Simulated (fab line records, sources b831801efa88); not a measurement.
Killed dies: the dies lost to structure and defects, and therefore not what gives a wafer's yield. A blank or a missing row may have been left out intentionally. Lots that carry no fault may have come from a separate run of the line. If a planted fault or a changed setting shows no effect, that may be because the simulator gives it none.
Which tool was responsible?	flow gf180mcu	36 wafers from 12 lots sampled at 2 of the route's 602 steps

== WHAT THE GAUGES SHOWED, per wafer ==
GF_M3_THK_MEAS_06: measures by xrf.
lot	measured	on	M3_ALCU_THK (nm)
L075	day 20 21:43	film-metro-01	435 441 445
L077	day 21 22:02	film-metro-03	434 434 436
L079	day 22 22:28	film-metro-03	434 442 438
L081	day 23 06:34	film-metro-04	440 436 439
L083	day 24 01:24	film-metro-04	446 445 446
L085	day 24 14:47	film-metro-04	447 443 446
L087	day 25 02:02	film-metro-03	437 437 429
L089	day 25 20:18	film-metro-04	443 443 445
L091	day 26 11:38	film-metro-04	441 442 443
L093	day 27 02:49	film-metro-01	432 439 446
L095	day 27 15:20	film-metro-04	443 436 443
L097	day 28 06:22	film-metro-04	434 436 439

== WHAT TOOL EACH LOT RAN ON (gives the tool, then ch and the chambers of the sampled wafers, and finally the start) ==
lot	GF_M1_SPUTTER_03
L075	pvd-sputter-03, day 16 17:13
L077	pvd-sputter-03, day 17 14:15
L079	pvd-sputter-04, day 18 11:55
L081	pvd-sputter-01, day 18 23:55
L083	pvd-sputter-01, day 19 20:46
L085	pvd-sputter-01, day 20 10:46
L087	pvd-sputter-04, day 21 01:01
L089	pvd-sputter-04, day 21 20:11
L091	pvd-sputter-03, day 22 14:09
L093	pvd-sputter-01, day 23 05:46
L095	pvd-sputter-04, day 23 19:09
L097	pvd-sputter-03, day 24 13:52
- GF_M1_SPUTTER_03: material Ti, target thk 10 nm, time 6.7 s.

== THE ANSWER, worked out from the rows above alone ==
Rule: the usual values come from the lots themselves. The widest of any qualifying gaps counts: lots, ordered by their means at a reading, are off when they make up no more than a third of the lots, leave a main group of 4 or more, and stand apart from it by 3 or more times the standard deviation of that group's means. If all means in a main group match to the digits the tables above print for the reading, that group is not used. Also off: a lot with no number at a reading for which 4 or more lots have one. The other lots that the step has rows for count as sound.
Across all readings shown, no lot is off: no conclusion can be drawn from this.

== WHAT WAS PUT IN BY THE SIMULATOR ==
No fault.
